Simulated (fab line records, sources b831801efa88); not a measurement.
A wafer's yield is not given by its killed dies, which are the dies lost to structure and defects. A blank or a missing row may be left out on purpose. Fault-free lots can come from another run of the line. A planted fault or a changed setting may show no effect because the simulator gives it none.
Which tool did it? :: flow gf180mcu :: 33 wafers from 11 lots sampled at 6 of the route's 602 steps

WHAT THE GAUGES READ, wafer by wafer
GF_V2_CD_MEAS_14: target cd 260 nm.
lot: L575
measured: day 20 21:59
on: cd sem-02
cd nm (nm): 260.6 260.4 259.4

lot: L578
measured: day 22 00:14
on: cd sem-02
cd nm (nm): 259.7 261.1 259.8

lot: L579
measured: day 22 12:25
on: cd sem-01
cd nm (nm): 259.8 260.8 261.4

lot: L582
measured: day 23 07:34
on: cd sem-02
cd nm (nm): 261.0 260.0 260.3

lot: L583
measured: day 23 19:05
on: cd sem-01
cd nm (nm): 259.0 261.1 259.8

lot: L586
measured: day 24 20:55
on: cd sem-02
cd nm (nm): 259.5 261.7 260.9

lot: L587
measured: day 25 00:34
on: cd sem-02
cd nm (nm): 260.8 259.4 259.8

lot: L589
measured: day 25 18:47
on: cd sem-01
cd nm (nm): 261.0 260.4 260.7

lot: L590
measured: day 25 21:40
on: cd sem-02
cd nm (nm): 259.3 260.1 259.5

lot: L591
measured: day 26 08:50
on: cd sem-01
cd nm (nm): 260.9 261.2 259.5

lot: L597
measured: day 28 01:00
on: cd sem-02
cd nm (nm): 259.6 261.9 261.2

GF_V3_THK_MEAS_03.
lot: L575
measured: day 21 23:56
on: film metro-03
V3_CVD_02_THK (nm): 838 868 844

lot: L578
measured: day 23 01:53
on: film metro-03
V3_CVD_02_THK (nm): 843 845 865

lot: L579
measured: day 23 13:37
on: film metro-02
V3_CVD_02_THK (nm): 834 850 864

lot: L582
measured: day 24 08:41
on: film metro-02
V3_CVD_02_THK (nm): 842 860 852

lot: L583
measured: day 24 20:20
on: film metro-03
V3_CVD_02_THK (nm): 860 846 845

lot: L586
measured: day 25 20:32
on: film metro-02
V3_CVD_02_THK (nm): 848 851 857

lot: L587
measured: day 26 00:46
on: film metro-04
V3_CVD_02_THK (nm): 847 835 857

lot: L589
measured: day 26 18:50
on: film metro-04
V3_CVD_02_THK (nm): 829 836 840

lot: L590
measured: day 26 21:31
on: film metro-02
V3_CVD_02_THK (nm): 902 888 901 901 888 902

lot: L591
measured: day 27 08:31
on: film metro-03
V3_CVD_02_THK (nm): 879 892 890 879 892 890

lot: L597
measured: day 28 23:25
on: film metro-03
V3_CVD_02_THK (nm): 853 862 861

GF_V3_OVL_MEAS_15.
lot: L575
measured: day 22 23:32
on: overlay-02
V3_OVL (nm): -2 0 -4

lot: L578
measured: day 24 00:47
on: overlay-01
V3_OVL (nm): 3 -1 -4

lot: L579
measured: day 24 12:14
on: overlay-01
V3_OVL (nm): -3 0 4

lot: L582
measured: day 25 07:20
on: overlay-01
V3_OVL (nm): 2 3 -3

lot: L583
measured: day 25 18:32
on: overlay-02
V3_OVL (nm): 3 7 8

lot: L586
measured: day 26 17:59
on: overlay-02
V3_OVL (nm): -11 3 -7

lot: L587
measured: day 26 22:41
on: overlay-01
V3_OVL (nm): 7 4 5

lot: L589
measured: day 27 15:26
on: overlay-01
V3_OVL (nm): -1 11 4

lot: L590
measured: day 27 18:06
on: overlay-01
V3_OVL (nm): -1 -5 6

lot: L591
measured: day 28 04:23
on: overlay-01
V3_OVL (nm): 4 -1 -4

lot: L597
measured: day 29 19:29
on: overlay-01
V3_OVL (nm): -4 -6 -3

TOOL THAT RAN EACH LOT (tool first, then ch and the chambers of the sampled wafers, then the start)
lot: L575
GF_V2_CMP_26: cmp-01 ch 1,3, day 20 23:17
GF_V3_CVD_02: pecvd-02 ch 0,1,2, day 21 23:52
GF_V3_CMP_04: cmp-02 ch 0,1,3, day 22 00:05

lot: L578
GF_V2_CMP_26: cmp-01 ch 0,2,3, day 22 01:28
GF_V3_CVD_02: pecvd-03 ch 1,2, day 23 01:49
GF_V3_CMP_04: cmp-01 ch 1,2,3, day 23 01:56

lot: L579
GF_V2_CMP_26: cmp-01 ch 0,1,2, day 22 13:49
GF_V3_CVD_02: pecvd-03 ch 0,1, day 23 13:32
GF_V3_CMP_04: cmp-01 ch 0,1,2, day 23 13:46

lot: L582
GF_V2_CMP_26: cmp-02 ch 0,1,3, day 23 08:51
GF_V3_CVD_02: pecvd-01 ch 0,1, day 24 08:37
GF_V3_CMP_04: cmp-02 ch 0,2,3, day 24 08:44

lot: L583
GF_V2_CMP_26: cmp-02 ch 0,2,3, day 23 20:17
GF_V3_CVD_02: pecvd-02 ch 0,1,2, day 24 20:16
GF_V3_CMP_04: cmp-01 ch 2,3, day 24 20:23

lot: L586
GF_V2_CMP_26: cmp-01 ch 1,2,3, day 24 22:07
GF_V3_CVD_02: pecvd-03 ch 0,1,2, day 25 20:28
GF_V3_CMP_04: cmp-02 ch 0,1,3, day 25 20:35

lot: L587
GF_V2_CMP_26: cmp-02 ch 0,2,3, day 25 01:46
GF_V3_CVD_02: pecvd-02 ch 0,2, day 26 00:42
GF_V3_CMP_04: cmp-02 ch 1,2,3, day 26 00:50

lot: L589
GF_V2_CMP_26: cmp-02 ch 0,1, day 25 19:59
GF_V3_CVD_02: pecvd-02 ch 0,1,2, day 26 18:46
GF_V3_CMP_04: cmp-01 ch 0,2,3, day 26 18:53

lot: L590
GF_V2_CMP_26: cmp-02 ch 0,1, day 25 22:50
GF_V3_CVD_02: pecvd-02 ch 0,1,2, day 26 21:28
GF_V3_CMP_04: cmp-01 ch 0,1,2, day 27 04:50

lot: L591
GF_V2_CMP_26: cmp-01 ch 0,3, day 26 10:05
GF_V3_CVD_02: pecvd-02 ch 0,1,2, day 27 08:26
GF_V3_CMP_04: cmp-01 ch 0,3, day 27 17:19

lot: L597
GF_V2_CMP_26: cmp-01 ch 0,2,3, day 28 02:20
GF_V3_CVD_02: pecvd-03 ch 0,2, day 28 23:20
GF_V3_CMP_04: cmp-02 ch 2,3, day 28 23:28
- GF_V2_CMP_26: polishes, stops on SiO2, t overpolish 15 s, target thk 0 nm.
- GF_V3_CVD_02: deposits SiO2 from TEOS, target thk 850 nm, time 94.851 s.
- GF_V3_CMP_04: polishes SiO2.

AS READ BY THE TOOLS THEMSELVES (means over the sampled wafers that have a number; for cases with no such wafer, the mark the record gives instead)
GF_V2_CMP_26.
lot: L575
tool: cmp-01
motor current A (A): 10.6
overpolish run s (s): 14.993
time to endpoint s (s): 80

lot: L578
tool: cmp-01
motor current A (A): 9.8
overpolish run s (s): 15.001
time to endpoint s (s): 84

lot: L579
tool: cmp-01
motor current A (A): 9.9
overpolish run s (s): 14.990
time to endpoint s (s): 86

lot: L582
tool: cmp-02
motor current A (A): 10.2
overpolish run s (s): 15.005
time to endpoint s (s): 90

lot: L583
tool: cmp-02
motor current A (A): 9.7
overpolish run s (s): 15.008
time to endpoint s (s): 85

lot: L586
tool: cmp-01
motor current A (A): 10.1
overpolish run s (s): 15.013
time to endpoint s (s): 83

lot: L587
tool: cmp-02
motor current A (A): 9.9
overpolish run s (s): 14.992
time to endpoint s (s): 84

lot: L589
tool: cmp-02
motor current A (A): 8.9
overpolish run s (s): 14.994
time to endpoint s (s): 87

lot: L590
tool: cmp-02
motor current A (A): 9.4
overpolish run s (s): 15.000
time to endpoint s (s): 87

lot: L591
tool: cmp-01
motor current A (A): 10.4
overpolish run s (s): 14.998
time to endpoint s (s): 82

lot: L597
tool: cmp-01
motor current A (A): 9.8
overpolish run s (s): 15.003
time to endpoint s (s): 89

GF_V3_CVD_02.
lot: L575
tool: pecvd-02
heater power w (W): 599
rf fwd power W (W): 596.1
susceptor temp C (C): 400.00

lot: L578
tool: pecvd-03
heater power w (W): 712
rf fwd power W (W): 595.5
susceptor temp C (C): 400.09

lot: L579
tool: pecvd-03
heater power w (W): 668
rf fwd power W (W): 595.8
susceptor temp C (C): 399.90

lot: L582
tool: pecvd-01
heater power w (W): 572
rf fwd power W (W): 597.8
susceptor temp C (C): 399.93

lot: L583
tool: pecvd-02
heater power w (W): 543
rf fwd power W (W): 596.9
susceptor temp C (C): 400.06

lot: L586
tool: pecvd-03
heater power w (W): 696
rf fwd power W (W): 597.9
susceptor temp C (C): 400.23

lot: L587
tool: pecvd-02
heater power w (W): 622
rf fwd power W (W): 594.9
susceptor temp C (C): 400.19

lot: L589
tool: pecvd-02
heater power w (W): 629
rf fwd power W (W): 594.1
susceptor temp C (C): 400.02

lot: L590
tool: pecvd-02
heater power w (W): 558
rf fwd power W (W): 691.5
susceptor temp C (C): 399.95

lot: L591
tool: pecvd-02
heater power w (W): 554
rf fwd power W (W): 691.6
susceptor temp C (C): 399.77

lot: L597
tool: pecvd-03
heater power w (W): 701
rf fwd power W (W): 596.9
susceptor temp C (C): 400.04

GF_V3_CMP_04.
lot: L575
tool: cmp-02
motor current A (A): 11.2
time to endpoint s (s): 82

lot: L578
tool: cmp-01
motor current A (A): 11.2
time to endpoint s (s): 78

lot: L579
tool: cmp-01
motor current A (A): 10.6
time to endpoint s (s): 80

lot: L582
tool: cmp-02
motor current A (A): 10.5
time to endpoint s (s): 82

lot: L583
tool: cmp-01
motor current A (A): 11.1
time to endpoint s (s): 76

lot: L586
tool: cmp-02
motor current A (A): 11.3
time to endpoint s (s): 79

lot: L587
tool: cmp-02
motor current A (A): 11.8
time to endpoint s (s): 78

lot: L589
tool: cmp-01
motor current A (A): 10.5
time to endpoint s (s): 76

lot: L590
tool: cmp-01
motor current A (A): 10.4
time to endpoint s (s): 99

lot: L591
tool: cmp-01
motor current A (A): 11.0
time to endpoint s (s): 94

lot: L597
tool: cmp-02
motor current A (A): 11.3
time to endpoint s (s): 79

THE ANSWER, worked out from the rows above alone
Rule: the usual values come from the lots themselves. Put in order of their means at a reading, lots are off if they are a third of the lots or fewer, leave a main group of 4 or more, and stand apart from it by a gap of 3 or more times the standard deviation of the main group's means; of several such gaps the widest counts. A main group is skipped when, at the precision printed for the reading in the tables above, its means are all equal. A lot without any number at a reading at which 4 lots or more have one is off too. Any other lot the step has rows for is counted as sound. First the gauges in route order, then the tools' own readings, where a lot's mean is used as printed above. The first step at which some lot is off is used, and at that step the reading that is off furthest; a lot without a number counts as furthest.
Off: L590, L591, seen at GF_V3_THK_MEAS_03 (V3_CVD_02_THK). The main group: mean 849 nm, standard deviation 5.9.
A tool fits if, at a process step before that reading, it ran every lot that is off, and no sound lot after the first of them. Not tried: the gauges at GF_V3_THK_MEAS_03; whatever is off there is also off at GF_V3_CVD_02, on other tools, and gauge error can't account for it. One fits: pecvd-02 at GF_V3_CVD_02. Its last sound lot is L589 (day 26 18:46), its first lot that is off L590 (day 26 21:28): a fault that began between those two fits.
The tool's own readings at GF_V3_CVD_02 bear it out: on the lots that are off they differ by more than 5 times the standard deviation of the sound lots' means. rf fwd power W reads 691.5 W there against 596.2 W on the sound lots.

WHAT WAS PUT IN BY THE SIMULATOR
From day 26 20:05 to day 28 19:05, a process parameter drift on pecvd-02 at GF_V3_CVD_02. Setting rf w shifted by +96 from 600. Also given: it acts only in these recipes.
Struck lots among those shown: L590, L591. This agrees with what the rule above found.
